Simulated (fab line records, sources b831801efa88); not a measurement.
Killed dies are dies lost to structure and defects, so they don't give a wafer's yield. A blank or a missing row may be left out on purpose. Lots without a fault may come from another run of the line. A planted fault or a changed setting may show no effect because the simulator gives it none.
Which tool did it? | flow gf180mcu | 14 lots, 42 wafers sampled, at 3 steps of a route of 602

WHAT THE GAUGES READ, wafer by wafer
GF_NSD_CD_MEAS_07: target cd 400 nm. Usual: cd_nm 400.1 nm, standard deviation 2.1.
lot  | measured     | on        | cd_nm (nm)        | flag
L381 | day 13 08:19 | cd_sem-01 | 401.4 401.0 398.5 |
L382 | day 13 14:00 | cd_sem-02 | 399.4 400.9 402.5 |
L384 | day 14 07:11 | cd_sem-01 | 396.6 396.0 396.4 |
L385 | day 14 16:24 | cd_sem-01 | 401.4 400.3 404.0 |
L386 | day 15 02:10 | cd_sem-01 | 399.0 400.5 399.2 |
L387 | day 15 04:37 | cd_sem-01 | 401.5 399.6 402.3 |
L388 | day 15 21:22 | cd_sem-01 | 397.3 397.6 399.8 |
L389 | day 16 00:04 | cd_sem-01 | 404.0 401.1 399.7 |
L390 | day 16 06:17 | cd_sem-01 | 396.7 398.6 397.6 |
L393 | day 17 11:35 | cd_sem-01 | 401.8 403.7 403.2 |
L395 | day 18 03:43 | cd_sem-02 | 400.1 400.7 400.0 |
L398 | day 19 04:43 | cd_sem-02 | 398.8 396.5 398.9 |
L399 | day 19 13:08 | cd_sem-02 | 400.0 398.2 396.0 |
L404 | day 21 14:04 | cd_sem-01 | 398.0 397.8 397.9 |

GF_CONTACT_THK_MEAS_03. Usual: CONTACT_CVD_02_THK 864 nm, standard deviation 11.
lot  | measured     | on            | CONTACT_CVD_02_THK (nm) | flag
L381 | day 15 02:59 | film_metro-01 | 852 867 870             |
L382 | day 15 09:07 | film_metro-03 | 863 873 865             |
L384 | day 16 04:38 | film_metro-03 | 859 847 873             |
L385 | day 16 14:20 | film_metro-01 | 849 843 873             |
L386 | day 17 00:43 | film_metro-01 | 845 852 859             |
L387 | day 17 02:35 | film_metro-01 | 880 873 869             |
L388 | day 17 21:27 | film_metro-03 | 870 881 886             |
L389 | day 18 00:10 | film_metro-04 | 861 882 884             |
L390 | day 18 06:45 | film_metro-04 | 847 854 868             |
L393 | day 19 13:41 | film_metro-03 | 867 879 881             |
L395 | day 20 06:48 | film_metro-01 | 880 872 856             |
L398 | day 21 06:57 | film_metro-03 | 878 880 879             |
L399 | day 21 15:08 | film_metro-03 | 861 855 864             |
L404 | day 23 14:48 | film_metro-03 | 847 847 860             |

WHICH TOOL RAN EACH LOT (tool, then ch and the chambers of the sampled wafers, then the start)
lot  | GF_SAB_CVD_00
L381 | pecvd-03 ch 0,2, day 14 05:14
L382 | pecvd-04 ch 0,1,2, day 14 11:32
L384 | pecvd-01 ch 1,2, day 15 05:46
L385 | pecvd-01 ch 0,1, day 15 15:13
L386 | pecvd-03 ch 0,1, day 16 00:44
L387 | pecvd-04 ch 1,2, day 16 03:23
L388 | pecvd-01 ch 0,2, day 16 21:17
L389 | pecvd-03 ch 0,1,2, day 16 23:44
L390 | pecvd-04 ch 0,1, day 17 06:05
L393 | pecvd-01 ch 1,2, day 18 12:17
L395 | pecvd-03 ch 0,1,2, day 19 05:07
L398 | pecvd-04 ch 0,1,2, day 20 06:21
L399 | pecvd-04 ch 0,1,2, day 20 14:10
L404 | pecvd-01 ch 0,2, day 22 14:37
- GF_SAB_CVD_00: deposits SiO2 from TEOS, target thk 50 nm, time 4.707 s.

WHAT THE TOOLS THEMSELVES READ (means of the sampled wafers that have a number; where no wafer has one, the mark that the record gives instead)
GF_SAB_CVD_00. Usual: heater_power_w 630 W, standard deviation 110; rf_fwd_power_W 588 W, standard deviation 3.5.
lot  | tool     | heater_power_w (W) | rf_fwd_power_W (W) | flag
L381 | pecvd-03 | 693                | 590                |
L382 | pecvd-04 | 604                | 588                |
L384 | pecvd-01 | 658                | 586                |
L385 | pecvd-01 | 754                | 587                |
L386 | pecvd-03 | 526                | 587                |
L387 | pecvd-04 | 534                | 587                |
L388 | pecvd-01 | 616                | 591                |
L389 | pecvd-03 | 653                | 588                |
L390 | pecvd-04 | 661                | 584                |
L393 | pecvd-01 | 634                | 586                |
L395 | pecvd-03 | 634                | 588                |
L398 | pecvd-04 | 628                | 562                | OFF
L399 | pecvd-04 | 597                | 563                | OFF
L404 | pecvd-01 | 603                | 587                |

THE ANSWER, worked out from the rows above alone
Rule: a lot is off if the mean of its wafers that have a number lies more than 3 standard deviations from the usual mean. A lot without any number at a reading at which 4 lots or more have one is off too. The other lots that the step has rows for count as sound. The gauges are gone through in route order, then the tools' own readings, and for those a lot's mean is taken as printed above. The first step at which some lot is off is used, and at that step the reading that is off furthest; a lot without a number counts as furthest.
Off: L398, L399, at GF_SAB_CVD_00 (rf_fwd_power_W).
A tool fits if, at that step or a process step before it, it ran every lot that is off, and no sound lot after the first of them. One fits: pecvd-04 at GF_SAB_CVD_00. Its last sound lot is L390 (day 17 06:05), its first lot that is off L398 (day 20 06:21): a fault that began between those two fits.
The tool's own readings at GF_SAB_CVD_00 bear it out: on the lots that are off they differ by more than 5 times the standard deviation of the sound lots' means. rf_fwd_power_W reads 562 W there against 587 W on the sound lots.

WHAT THE SIMULATOR HAD PUT IN
Process parameter drift: pecvd-04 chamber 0, from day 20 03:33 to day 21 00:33, at GF_SAB_CVD_00. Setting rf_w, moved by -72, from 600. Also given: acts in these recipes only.
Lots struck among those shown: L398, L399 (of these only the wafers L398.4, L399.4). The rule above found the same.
